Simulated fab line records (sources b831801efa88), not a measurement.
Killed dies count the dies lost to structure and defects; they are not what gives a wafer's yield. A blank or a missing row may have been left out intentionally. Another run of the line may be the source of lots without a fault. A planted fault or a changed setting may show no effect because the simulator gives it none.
Comparing a struck lot with a sound one -- flow sky130 -- 16 steps out of a route of 708
Sound: wafers L884.3, L884.4, L884.5. Struck: wafer L897.1. (L897.3 of the same lot was not struck and is left out.) The cause comes at the end.
Per side, at each step with rows, come the tool, then ch with its chambers, and then its first start. Under that, the readings that differ: sound wafers -- struck wafers -- difference of the means -- sigmas: that difference in standard deviations of wafers without a fault.
alike: a reading whose means differ by less than 2 such deviations, as well as words and numbers matching on both sides. not compared: withheld readings; readings where some wafer has no value; bounds like >300 that might hide an equal value; numbers whose values overlap and for which the record gives no deviation.
Wherever a step has rows on one side only, a row that says differs or no value, or a row with sigmas, the two part there. When numbers do not overlap yet have no deviation, they are printed without sigmas and do not part them. Lack of a reading on every wafer of one side parts them only where that side has two or more wafers.

SKY_NWELL_OVL_MEAS_10:
  sound on overlay-02 at day 4 21:38; struck on overlay-01 at day 8 03:13
  alike: NWELL_00_OVL
then, 3 steps without rows for these wafers: SKY_NWELL_IMPLANT_11; SKY_NWELL_IMPLANT_12; SKY_NWELL_IMPLANT_13.
SKY_NWELL_STRIP_14: strips in O2/N2.
  sound on plasma_asher-01 ch 0,1, day 4 22:08; struck on plasma_asher-01 ch 1, day 8 03:43
reading,sound,struck,difference,sigmas
rf_hours_counter_h (h),- - -,44,no value on the sound wafers,
  alike: drypump_motor_current_A, oes_product_au, strip_time_to_endpoint_s
SKY_NWELL_TW_MEAS_15:
  sound on film_metro-04 at day 4 22:13; struck on film_metro-02 at day 8 03:49
reading,sound,struck,difference,sigmas
NWELL_TW,1852 1857 1856,1823,-32,-2
then, 6 steps without rows for these wafers: SKY_NWELL_DEHYDRATE_16 (time 60 s); SKY_NWELL_HMDS_17 (prime time 60 s); SKY_NWELL_COAT_18 (resist thk 3000 nm); SKY_NWELL_SOFTBAKE_19; SKY_NWELL_EXPOSE_20 (exposes mask NWM COMPLEMENT, target cd 840 nm); SKY_NWELL_PEB_21.
SKY_NWELL_DEVELOP_22: develop time 60 s.
  sound on litho_track-02 ch 0, day 5 14:00; struck on litho_track-02 ch 0, day 8 22:00
SKY_NWELL_OVL_MEAS_23:
  sound on overlay-02 at day 5 14:59; struck on overlay-01 at day 8 22:55
  not compared: NWELL_01_OVL
then, 1 step without rows for these wafers: SKY_NWELL_IMPLANT_24.
-- the record jumps here: 40 days lie between the struck wafers' starts before and after (it left off in module NWELL and takes up again in module PAD_OPEN, whose first step shown is number 708 of the route) --
SKY_PAD_OPEN_PROBE_99:
  sound on prober-02 at day 45 20:16; struck on prober-02 at day 49 00:11
reading,sound,struck,difference,sigmas
killed_at_front_end,14 8 16,431,+418,+95
killed_dies,90 75 82,492,+410,+44
killed_on_rim,16 16 11,96,+82,+21
  alike: killed_at_M0_to_M3, killed_at_M4_up, killed_at_contacts, killed_at_other, killed_open, killed_short

## WHERE THEY PART
Earliest at SKY_NWELL_STRIP_14; latest, in this record, at SKY_PAD_OPEN_PROBE_99.

WHY: the cause the simulator had injected
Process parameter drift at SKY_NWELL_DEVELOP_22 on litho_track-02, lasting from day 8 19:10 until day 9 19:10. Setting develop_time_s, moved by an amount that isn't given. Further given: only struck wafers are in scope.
